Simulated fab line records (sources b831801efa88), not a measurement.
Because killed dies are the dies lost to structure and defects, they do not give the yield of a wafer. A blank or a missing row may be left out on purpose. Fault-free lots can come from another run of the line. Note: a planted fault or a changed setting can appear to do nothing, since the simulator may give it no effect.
Struck lot and sound lot, side by side || flow gf180mcu || 25 steps out of a route of 602
Sound: the wafers L343.2, L343.4, L343.5. The struck wafers were L361.1, L361.2, L361.3. At the end, the cause is stated.
Each step with rows lists, per side, the tool, then ch with its chambers, then its first start. Under that, the readings that differ: sound wafers || struck wafers || difference of the means || sigmas: that difference in standard deviations of wafers without a fault.
alike: a reading whose means differ by less than 2 such deviations, as well as words and numbers matching on both sides. not compared: withheld readings; readings where some wafer has no value; bounds like >300 that might hide an equal value; numbers whose values overlap and for which the record gives no deviation.
Wherever a step has rows on one side only, a row that says differs or no value, or a row with sigmas, the two part there. Numbers that don't overlap but have no deviation are shown without sigmas and don't part them. A reading that every wafer of one side lacks parts them only if that side has two wafers or more.

first, 2 steps without rows for these wafers: GF_V3_STRIP_19 (strips in post etch residue remover, time 1200 s); GF_V3_CLEAN_20 (cleans in DIW).
GF_V3_SPUTTER_21: material Ti, target thk 15 nm, time 80.02 s.
  sound on pvd_sputter-02, day 23 10:56; struck on pvd_sputter-01, day 28 22:56
  alike: cathode_dc_power_W, chamber_pressure_pa, throttle_valve_pct
GF_V3_SPUTTER_22: material TiN, target thk 10 nm, time 40 s.
  sound on pvd_sputter-02, day 23 10:59; struck on pvd_sputter-01, day 28 23:00
  alike: cathode_dc_power_W, chamber_pressure_pa, throttle_valve_pct
GF_V3_CVD_23: deposits W, target thk 350 nm, time 104.9 s.
  sound on cvd_w-02 ch 0,1, day 23 11:02; struck on cvd_w-02 ch 0,1, day 28 23:02
  alike: chamber_pressure_Torr, heater_power_w
GF_V3_RS_MEAS_24: uses a four-point probe to measure.
  sound on film_metro-03, day 23 11:10; struck on film_metro-04, day 28 23:09
  alike: V3_W_RS
GF_V3_THK_MEAS_25: measures by xrf.
  sound on film_metro-03, day 23 11:16; struck on film_metro-04, day 28 23:16
  alike: V3_W_THK
GF_V3_CMP_26: polishes, stops on SiO2, t overpolish 15 s, target thk 0 nm.
  sound on cmp-02 ch 1,2, day 23 11:22; struck on cmp-02 ch 0,1,2, day 28 23:20
  alike: motor_current_A, overpolish_run_s, time_to_endpoint_s
then, 1 step without rows for these wafers: GF_M4_SPUTTER_00 (material Ti, target thk 37.5 nm, time 150 s).
GF_M4_SPUTTER_01: material TiN, target thk 30 nm, time 25 s.
  sound on pvd_sputter-04, day 23 11:43; struck on pvd_sputter-04, day 28 23:44
  alike: cathode_dc_power_W, chamber_pressure_pa, throttle_valve_pct
then, 2 steps without rows for these wafers: GF_M4_SPUTTER_02 (material AlCu, target thk 450 nm, time 23.9 s); GF_M4_SPUTTER_03 (material Ti, target thk 10 nm, time 6.7 s).
GF_M4_SPUTTER_04: material TiN, target thk 50 nm, time 40.72 s.
  sound on pvd_sputter-04, day 23 11:48; struck on pvd_sputter-04, day 28 23:49
  no value came back on the struck wafers for cathode_dc_power_W (W), chamber_pressure_pa (Pa), throttle_valve_pct (%); on the sound wafers cathode_dc_power_W (W) reads 6500.2 6500.5 6499.3
GF_M4_THK_MEAS_06: measures by xrf.
  sound on film_metro-01, day 23 11:58; struck on film_metro-02, day 28 23:59
{"reading": "M4_ALCU_THK (nm)", "sound": "451 455 451", "struck": "508 503 503", "difference": "+52", "sigmas": "+8"}
then, 7 steps without rows for these wafers: GF_M4_DEHYDRATE_07 (time 60 s); GF_M4_HMDS_08 (prime time 60 s); GF_M4_COAT_09 (resist thk 1000 nm); GF_M4_SOFTBAKE_10 (time 60 s); GF_M4_EXPOSE_11 (exposes mask Metal4, target cd 280 nm); GF_M4_PEB_12 (peb time 90 s); GF_M4_DEVELOP_13 (develop time 60 s).
GF_M4_CD_MEAS_14: target cd 280 nm.
  sound on cd_sem-01, day 24 09:53; struck on cd_sem-02, day 29 18:55
  alike: cd_nm
GF_M4_OVL_MEAS_15:
  sound on overlay-01, day 24 09:59; struck on overlay-02, day 29 19:02
  alike: M4_OVL
GF_M4_METAL_ETCH_16: etches the open film in Cl2/BCl3, stops on SiO2, target depth 627.5 nm, time 104.6 s.
  sound on rie_metal-04 ch 0,1, day 24 10:01; struck on rie_metal-02 ch 0,1, day 29 19:04
{"reading": "oes_product_au (a.u.)", "sound": "0.974 0.968 0.967", "struck": "1.001 0.993 0.998", "difference": "+0.028", "sigmas": "+4"}
{"reading": "throttle_valve_pct (%)", "sound": "28.266 28.244 28.240", "struck": "28.215 28.236 28.232", "difference": -0.022, "sigmas": -2}
  alike: bias_w, drypump_motor_current_A
  not compared: rf_hours_counter_h
then, 1 step without rows for these wafers: GF_M4_STRIP_17 (strips in O2/N2).

## WHERE THEY PART
At GF_M4_SPUTTER_04 first; at GF_M4_METAL_ETCH_16 last (within this record only).

WHY: what the simulator had put in
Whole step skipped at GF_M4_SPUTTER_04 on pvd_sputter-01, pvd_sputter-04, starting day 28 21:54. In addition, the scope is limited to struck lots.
